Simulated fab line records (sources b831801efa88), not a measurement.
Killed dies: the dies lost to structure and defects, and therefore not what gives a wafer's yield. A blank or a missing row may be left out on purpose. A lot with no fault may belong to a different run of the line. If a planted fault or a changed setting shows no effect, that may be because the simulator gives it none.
Shared-tool check / flow gf180mcu / 13 lots and 38 wafers in the sample

## WHAT PROMPTED THE OPENING
At GF_CONTACT_CD_MEAS_14 the reading cd-nm is flagged on 1 of 13 lots. No-fault wafers: 219.8 nm, standard deviation 1.5.
Rule: flag the lot when none of its wafers has a number, or when each of its wafers that has one lies beyond 4 standard deviations from that mean. As for the other lots, they are considered sound.

lot=L488; measured=day 16 00:34; on=cd-sem-02; cd-nm (nm), wafer by wafer=221.0 220.5; flag=
lot=L489; measured=day 16 06:04; on=cd-sem-02; cd-nm (nm), wafer by wafer=220.6 221.7 221.6; flag=
lot=L492; measured=day 17 09:37; on=cd-sem-02; cd-nm (nm), wafer by wafer=219.2 217.8 218.1; flag=
lot=L495; measured=day 18 20:02; on=cd-sem-01; cd-nm (nm), wafer by wafer=193.9 194.2 192.6; flag=FLAGGED
lot=L500; measured=day 20 15:29; on=cd-sem-01; cd-nm (nm), wafer by wafer=220.0 220.5 219.3; flag=
lot=L502; measured=day 21 04:31; on=cd-sem-01; cd-nm (nm), wafer by wafer=222.6 221.8 222.2; flag=
lot=L503; measured=day 21 13:07; on=cd-sem-02; cd-nm (nm), wafer by wafer=220.6 218.9 220.6; flag=
lot=L504; measured=day 21 20:34; on=cd-sem-02; cd-nm (nm), wafer by wafer=221.1 221.3 221.7; flag=
lot=L506; measured=day 22 07:31; on=cd-sem-01; cd-nm (nm), wafer by wafer=220.3 221.0 219.7; flag=
lot=L507; measured=day 23 00:46; on=cd-sem-02; cd-nm (nm), wafer by wafer=219.5 220.4 221.3; flag=
lot=L508; measured=day 23 07:19; on=cd-sem-01; cd-nm (nm), wafer by wafer=221.8 222.2 221.1; flag=
lot=L510; measured=day 24 08:18; on=cd-sem-02; cd-nm (nm), wafer by wafer=221.7 221.0 220.2; flag=
lot=L511; measured=day 24 09:59; on=cd-sem-02; cd-nm (nm), wafer by wafer=219.9 220.7 220.8; flag=
The mean of the flagged lots' numbers is 193.6 nm, -26.2 nm from the usual (-17 standard deviations).

## TOOL THAT RAN EACH LOT
The record holds 2 process steps before the reading, out of a route of 602 steps. Cell contents, in order: the tool; ch with the chambers the sampled wafers went through; the start.
lot=L488; flag=; GF_SAB_STRIP_13=plasma-asher-04 ch 0, day 15 02:12; GF_CONTACT_EXPOSE_11=krf-scanner-01 ch 0, day 15 13:59
lot=L489; flag=; GF_SAB_STRIP_13=plasma-asher-02 ch 0,1, day 15 07:28; GF_CONTACT_EXPOSE_11=krf-scanner-02 ch 0, day 15 19:27
lot=L492; flag=; GF_SAB_STRIP_13=plasma-asher-02 ch 0,1, day 16 10:12; GF_CONTACT_EXPOSE_11=krf-scanner-02 ch 0, day 16 22:28
lot=L495; flag=FLAGGED; GF_SAB_STRIP_13=plasma-asher-01 ch 0,1, day 17 18:48; GF_CONTACT_EXPOSE_11=krf-scanner-02 ch 0, day 18 08:22
lot=L500; flag=; GF_SAB_STRIP_13=plasma-asher-04 ch 0,1, day 19 13:50; GF_CONTACT_EXPOSE_11=krf-scanner-01 ch 0, day 20 03:31
lot=L502; flag=; GF_SAB_STRIP_13=plasma-asher-04 ch 0,1, day 20 04:07; GF_CONTACT_EXPOSE_11=krf-scanner-01 ch 0, day 20 17:19
lot=L503; flag=; GF_SAB_STRIP_13=plasma-asher-02 ch 0,1, day 20 12:15; GF_CONTACT_EXPOSE_11=krf-scanner-01 ch 0, day 21 01:33
lot=L504; flag=; GF_SAB_STRIP_13=plasma-asher-01 ch 0,1, day 20 18:55; GF_CONTACT_EXPOSE_11=krf-scanner-02 ch 0, day 21 08:34
lot=L506; flag=; GF_SAB_STRIP_13=plasma-asher-02 ch 0,1, day 21 06:14; GF_CONTACT_EXPOSE_11=krf-scanner-02 ch 0, day 21 19:41
lot=L507; flag=; GF_SAB_STRIP_13=plasma-asher-04 ch 0,1, day 22 00:07; GF_CONTACT_EXPOSE_11=krf-scanner-01 ch 0, day 22 13:11
lot=L508; flag=; GF_SAB_STRIP_13=plasma-asher-01 ch 0,1, day 22 06:13; GF_CONTACT_EXPOSE_11=krf-scanner-02 ch 0, day 22 19:46
lot=L510; flag=; GF_SAB_STRIP_13=plasma-asher-02 ch 0,1, day 23 08:13; GF_CONTACT_EXPOSE_11=krf-scanner-02 ch 0, day 23 21:34
lot=L511; flag=; GF_SAB_STRIP_13=plasma-asher-02 ch 0,1, day 23 09:53; GF_CONTACT_EXPOSE_11=krf-scanner-02 ch 0, day 23 23:17
These steps, and what they do:
- GF_SAB_STRIP_13: strips in O2/N2.
- GF_CONTACT_EXPOSE_11: exposes mask Contact, target cd 220 nm.
- GF_CONTACT_CD_MEAS_14: target cd 220 nm.

## FLAGGED AGAINST TOTAL, ONE TOOL AT A TIME (gauges that did the reading follow at the end)
step=GF_SAB_STRIP_13; tool=plasma-asher-01; lots run=3; flagged=1; share of the flagged lots=all; sound lots run after its first flagged lot=2 (L504,L508)
step=GF_SAB_STRIP_13; tool=plasma-asher-02; lots run=6; flagged=0; share of the flagged lots=none; sound lots run after its first flagged lot=-
step=GF_SAB_STRIP_13; tool=plasma-asher-04; lots run=4; flagged=0; share of the flagged lots=none; sound lots run after its first flagged lot=-
step=GF_CONTACT_EXPOSE_11; tool=krf-scanner-01; lots run=5; flagged=0; share of the flagged lots=none; sound lots run after its first flagged lot=-
step=GF_CONTACT_EXPOSE_11; tool=krf-scanner-02; lots run=8; flagged=1; share of the flagged lots=all; sound lots run after its first flagged lot=5 (L504,L506,L508,L510,L511)
step=GF_CONTACT_CD_MEAS_14; tool=cd-sem-01; lots run=5; flagged=1; share of the flagged lots=all; sound lots run after its first flagged lot=4 (L500,L502,L506,L508)
step=GF_CONTACT_CD_MEAS_14; tool=cd-sem-02; lots run=8; flagged=0; share of the flagged lots=none; sound lots run after its first flagged lot=-

## WHAT IS ALLOWED BY THE TABLE
plasma-asher-01 at GF_SAB_STRIP_13, krf-scanner-02 at GF_CONTACT_EXPOSE_11 and cd-sem-01 at GF_CONTACT_CD_MEAS_14: these 3 rows of the table ran every flagged lot.
- plasma-asher-01 at GF_SAB_STRIP_13 ran 3 lots, 1 of them flagged. Sound lots ran on it after the first flagged one (L504, L508), which a lasting fault on the whole tool wouldn't allow.
- krf-scanner-02 at GF_CONTACT_EXPOSE_11 ran 8 lots, 1 of them flagged. Sound lots ran on it after the first flagged one (L504, L506, L508, L510, L511), which a lasting fault on the whole tool wouldn't allow.
- cd-sem-01 at GF_CONTACT_CD_MEAS_14 ran 5 lots, 1 of them flagged. Sound lots ran on it after the first flagged one (L500, L502, L506, L508), which a lasting fault on the whole tool wouldn't allow.
No row of the table ran every flagged lot and no sound lot after the first.

## WHAT HAD BEEN PUT IN BY THE SIMULATOR
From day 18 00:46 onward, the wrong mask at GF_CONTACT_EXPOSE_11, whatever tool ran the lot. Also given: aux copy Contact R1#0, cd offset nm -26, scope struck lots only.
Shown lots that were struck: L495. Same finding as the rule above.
